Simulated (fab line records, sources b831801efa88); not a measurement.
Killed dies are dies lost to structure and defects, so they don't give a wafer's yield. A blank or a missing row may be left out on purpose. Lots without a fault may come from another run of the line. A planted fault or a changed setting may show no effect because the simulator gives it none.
Chamber matching | flow sky130 | SKY_CONTACT_CMP_04 on cmp-01: 4 sister chambers
The step polishes SiO2. 24 wafers are shown with their chamber, then 12 later ones without.

WAFERS WITH THEIR CHAMBER
wafer  | chamber | motor_current_A (A) | time_to_endpoint_s (s)
L075.4 | 0       | 12.4                | 86
L075.5 | 1       | 12.3                | 91
L075.6 | 2       | 11.7                | 91
L076.1 | 2       | 10.8                | 88
L076.2 | 1       | 12.5                | 84
L076.4 | 0       | 11.9                | 79
L077.1 | 3       | 12.3                | 81
L077.2 | 0       | 12.3                | 78
L077.5 | 2       | 11.8                | 83
L078.1 | 2       | 11.0                | 87
L078.2 | 1       | 13.3                | 83
L078.3 | 3       | 12.7                | 85
L079.2 | 1       | 12.1                | 83
L079.3 | 3       | 12.4                | 83
L079.6 | 1       | 12.8                | 82
L080.1 | 2       | 11.7                | 80
L080.3 | 0       | 12.1                | 85
L080.6 | 3       | 12.6                | 82
L085.1 | 3       | 11.8                | 87
L085.2 | 0       | 11.6                | 82
L085.5 | 2       | 12.0                | 86
L088.2 | 0       | 12.1                | 78
L088.4 | 2       | 11.4                | 85
L088.6 | 0       | 11.9                | 78

SIGNATURES (means of the wafers above)
reading            | chamber 0 | chamber 1 | chamber 2 | chamber 3 | scatter within a chamber
motor_current_A    | 12.043    | 12.600    | 11.486    | 12.360    | 0.386
time_to_endpoint_s | 80.86     | 84.60     | 85.71     | 83.60     | 3.35
Rule: a wafer's distance from a chamber is the root of the sum, over the readings, of the square of ((its reading less the chamber's mean) divided by the reading's scatter). The wafer belongs to the nearest chamber; if the next one is less than 2 further off, it can't be placed. The scatter: the root of (the sum of the squares of (reading less its chamber's mean) over the shown wafers, divided by (wafers less chambers)).

WAFERS WITHOUT THEIR CHAMBER
wafer  | motor_current_A (A) | time_to_endpoint_s (s)
L091.1 | 12.4                | 87
L091.4 | 12.2                | 82
L091.5 | 12.2                | 84
L094.1 | 12.0                | 81
L094.3 | 12.5                | 80
L094.4 | 12.1                | 75
L095.1 | 12.3                | 85
L095.3 | 11.2                | 84
L095.6 | 12.5                | 86
L097.3 | 11.6                | 86
L097.4 | 12.3                | 91
L097.6 | 12.8                | 87

WHICH CHAMBER EACH WENT THROUGH
wafer  | from the rows above               | in truth
L091.1 | can't be placed: 1 or 3 or 0 or 2 | 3
L091.4 | can't be placed: 0 or 3 or 1 or 2 | 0
L091.5 | can't be placed: 3 or 0 or 1 or 2 | 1
L094.1 | can't be placed: 0 or 3 or 1 or 2 | 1
L094.3 | can't be placed: 3 or 0 or 1 or 2 | 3
L094.4 | can't be placed: 0 or 3 or 1 or 2 | 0
L095.1 | can't be placed: 3 or 1 or 0 or 2 | 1
L095.3 | can't be placed: 2 or 0           | 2
L095.6 | can't be placed: 1 or 3 or 0      | 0
L097.3 | can't be placed: 2 or 0 or 3      | 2
L097.4 | can't be placed: 1 or 3 or 2 or 0 | 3
L097.6 | can't be placed: 1 or 3 or 0      | 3
Placed correctly: 0 of 12. Can't be placed from these rows: 12 (the true chamber is among the candidates in 12). Placed wrongly: 0.
